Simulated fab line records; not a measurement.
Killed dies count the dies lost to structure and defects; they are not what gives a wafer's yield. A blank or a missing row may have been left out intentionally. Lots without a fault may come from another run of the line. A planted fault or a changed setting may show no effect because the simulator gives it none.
Chamber matching ; flow sky130 ; SKY_METAL4_ETCH_17 on rie_diel-03 has 4 sister chambers
The step etches SiO2 in C4F8/O2/Ar, stops on TiN, time 3.9 s, target depth 15 nm. 7 wafers are shown with their chamber, then 8 later ones without.

WAFERS PAIRED WITH THEIR CHAMBERS
wafer;chamber;oes_product_au (a.u.)
L225.2;1;0.761
L227.5;3;0.767
L229.5;3;0.741
L230.1;0;0.750
L230.3;2;0.748
L230.4;2;0.748
L231.1;0;0.754

WAFERS MISSING THEIR CHAMBER
wafer;oes_product_au (a.u.)
L231.2;0.760
L231.4;0.757
L233.1;0.752
L233.3;0.753
L233.5;0.742
L243.1;0.746
L243.2;0.749
L243.6;0.756

THE CHAMBER EACH PASSED THROUGH
wafer;from the rows above;in truth
L231.2;can't be placed: 1 or 3 or 0 or 2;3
L231.4;can't be placed: 3 or 1 or 0 or 2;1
L233.1;can't be placed: 0 or 3 or 2 or 1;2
L233.3;can't be placed: 0 or 3 or 2 or 1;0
L233.5;can't be placed: 2 or 0 or 3 or 1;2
L243.1;can't be placed: 2 or 0 or 3 or 1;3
L243.2;can't be placed: 2 or 0 or 3 or 1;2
L243.6;can't be placed: 3 or 0 or 1 or 2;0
Placed correctly: 0 of 8. From these rows, 8 cannot be placed; in 8 the true chamber is one of the candidates. Placed wrongly: 0.
How it was worked out, from the rows above alone: a wafer's distance from a chamber is the root of the sum, over the readings, of the square of ((its reading less the chamber's mean) divided by the reading's scatter). If the next closest chamber is less than 2 further off than the closest, the wafer can't be placed; otherwise it belongs to the closest. The mean given for a chamber averages the wafers shown for that chamber. The scatter: the root of (the sum of the squares of (reading less its chamber's mean) over the shown wafers, divided by (wafers less chambers)).
